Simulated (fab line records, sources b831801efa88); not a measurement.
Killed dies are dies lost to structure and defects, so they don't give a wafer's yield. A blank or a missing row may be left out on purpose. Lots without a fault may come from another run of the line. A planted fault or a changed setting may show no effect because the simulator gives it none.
Problem report in the 8D (eight disciplines) form, filled by code | flow gf180mcu | the parts of the form that need people (team, actions taken, sign-off) are left out

1. THE PROBLEM
cd_nm at GF_HV_LDD_CD_MEAS_07 reads a mean of 366.3 nm on 9 wafers of 3 lots; wafers without a fault read 400.0 nm with a standard deviation of 2.5. That is -13 standard deviations from the usual mean.
The step: target cd 400 nm.
First seen on wafer L962.1, day 15 09:20, on cd_sem-01. The record holds 39 wafers of 13 lots with a number at this step. Rule for "out", or "out of limits": more than 4 standard deviations from the usual mean. The other wafers with a number count as sound.

2. WHAT IT IS AND WHAT IT IS NOT
question                    | is                     | is not
which readings at this step | cd_nm                  | -
which lots                  | L962, L965, L966       | L945, L946, L947, L950, L951, L955, L956, L957, L959, L967
which wafers of those lots  | all that have a number | -
read on which gauges        | cd_sem-01, cd_sem-02   | -
when                        | from day 15 09:20      | up to then (27 sound wafers); but 3 sound wafers of L967 came after

3. SUSPECTS, AND WHAT RULES EACH OUT
Counting: a tool at a process step up to the reading stays a suspect if it ran every lot that is out and no sound lot after the first of them.
- the gauge at GF_HV_LDD_CD_MEAS_07: ruled out. The wafers that are out were read on 2 gauges (cd_sem-01, cd_sem-02).
- litho_track-04 at GF_HV_LDD_DEVELOP_06 (develop time 60 s): kept. It ran every lot that is out, first L962 (day 15 09:11), and no sound lot after that; its last sound lot up to then is L959 (day 14 13:52).
Left after counting: litho_track-04 at GF_HV_LDD_DEVELOP_06.

4. THE CAUSE (what the simulator had put in)
Process parameter drift: litho_track-04, from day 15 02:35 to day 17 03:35, at GF_HV_LDD_DEVELOP_06. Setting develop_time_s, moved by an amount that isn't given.
Counting left only this tool.

5. THE CHAIN OF EFFECTS, in route order
Each row: a reading whose mean over the struck wafers that have a number lies more than 3 standard deviations from the usual. Only readings for which the record gives a usual standard deviation are gone through. hours: the time from each lot's start at the first step in this table that gives one to its start at this step, as a median over the lots. sigmas: the change in usual standard deviations.
hours | step                 | reading | usual    | on struck wafers | change | sigmas
0     | GF_HV_LDD_CD_MEAS_07 | cd_nm   | 400.0 nm | 366.3            | -33.7  | -13

6. WHAT WOULD HAVE CAUGHT IT SOONER
In this record the first reading out of limits at a measuring or inspecting step was taken at day 15 09:20, 7 hours after the fault began at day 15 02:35.
Of the tool readings at GF_HV_LDD_DEVELOP_06 for which the record gives a usual standard deviation, none was out on any struck wafer, so an alarm limit of 4 standard deviations on them would not have fired.
Of the lots that are out (3), L965, L966 began GF_HV_LDD_DEVELOP_06 on litho_track-04 after day 15 09:20. A hold on the tool at that time would have spared those 2.
